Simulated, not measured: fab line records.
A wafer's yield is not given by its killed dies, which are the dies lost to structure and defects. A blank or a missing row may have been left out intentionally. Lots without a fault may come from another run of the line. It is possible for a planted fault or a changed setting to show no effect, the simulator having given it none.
Which tool was responsible?    flow sky130    12 lots with 36 wafers sampled at 3 steps, on a route of 708 steps

## WHAT THE GAUGES SHOWED, per wafer
SKY_LDD_P_TW_MEAS_11. Usual: for LDD_P_TW the level is 631 and the standard deviation is 5.3.
lot   measured      on             LDD_P_TW     flag
L688  day 19 07:41  film metro-02  628 624 624  
L690  day 20 03:58  film metro-04  639 638 640  
L694  day 21 12:02  film metro-04  638 636 638  
L693  day 21 12:38  film metro-02  624 625 627  
L698  day 23 20:02  film metro-02  627 628 626  
L701  day 24 13:01  film metro-03  627 631 629  
L700  day 24 13:27  film metro-02  772 772 776  OFF
L706  day 26 00:20  film metro-03  781 778 784  OFF
L707  day 26 04:53  film metro-04  637 640 639  
L708  day 26 18:26  film metro-04  635 635 639  
L710  day 26 23:44  film metro-04  636 636 636  
L709  day 27 01:14  film metro-02  626 628 628  

SKY_LI_CONTACT_BOW_MEAS_03. Usual: for LI_CONTACT_BOW the level is 56 um and the standard deviation is 7.
lot   measured      on             LI_CONTACT_BOW (um)  flag
L688  day 28 06:52  film metro-02  61 58 52             
L690  day 28 22:58  film metro-02  52 60 58             
L694  day 30 07:41  film metro-01  53 64 60             
L693  day 30 07:59  film metro-04  57 60 63             
L698  day 32 06:46  film metro-01  49 65 58             
L701  day 33 02:49  film metro-01  55 71 46             
L700  day 33 03:07  film metro-04  50 55 46             
L706  day 34 06:26  film metro-04  58 47 61             
L707  day 34 11:16  film metro-02  66 56 53             
L708  day 35 19:47  film metro-01  59 64 55             
L710  day 35 21:37  film metro-02  54 48 55             
L709  day 35 22:01  film metro-04  54 51 38             

## EACH LOT AND THE TOOL THAT RAN IT (in order: tool; ch and the chambers of the sampled wafers; start)
lot   SKY_LDD_P_IMPLANT_09
L688  implanter-04 ch 0, day 19 07:26
L690  implanter-01 ch 0, day 20 03:43
L694  implanter-01 ch 0, day 21 11:47
L693  implanter-03 ch 0, day 21 12:23
L698  implanter-01 ch 0, day 23 19:47
L701  implanter-03 ch 0, day 24 12:46
L700  implanter-01 ch 0, day 24 12:53
L706  implanter-04 ch 0, day 25 23:47
L707  implanter-03 ch 0, day 26 04:38
L708  implanter-01 ch 0, day 26 18:11
L710  implanter-03 ch 0, day 26 23:30
L709  implanter-01 ch 0, day 27 01:00
- SKY_LDD_P_IMPLANT_09

## AS READ BY THE TOOLS THEMSELVES (means over the sampled wafers that have a number; for cases with no such wafer, the mark the record gives instead)
SKY_LDD_P_IMPLANT_09. Usual: 56.3 for faraday current uA, sd 1.1.
lot   tool          faraday current uA  flag
L688  implanter-04  56.1                
L690  implanter-01  56.4                
L694  implanter-01  55.5                
L693  implanter-03  56.5                
L698  implanter-01  56.2                
L701  implanter-03  56.6                
L700  implanter-01  57.5                
L706  implanter-04  56.0                
L707  implanter-03  55.9                
L708  implanter-01  57.0                
L710  implanter-03  56.3                
L709  implanter-01  56.9                

## THE ANSWER, worked out from the rows above alone
Rule: lot off if the mean of its wafers having a number is beyond 3 standard deviations from the usual mean. A lot without any number at a reading at which 4 lots or more have one is off too. Where the step has rows for the other lots, those lots are counted as sound. First the gauges in route order, then the tools' own readings, where a lot's mean is used as printed above. The first step at which some lot is off is used, and at that step the reading that is off furthest; a lot without a number counts as furthest.
Off: at SKY_LDD_P_TW_MEAS_11 (LDD_P_TW), L700, L706.
If a tool, at a process step before that reading, ran all the lots that are off and no sound lot after the first of them, it fits. Gauges at SKY_LDD_P_TW_MEAS_11: tried the same way as those tools. Not one of the candidates tried fits.

## WHAT THE SIMULATOR HAD INSERTED
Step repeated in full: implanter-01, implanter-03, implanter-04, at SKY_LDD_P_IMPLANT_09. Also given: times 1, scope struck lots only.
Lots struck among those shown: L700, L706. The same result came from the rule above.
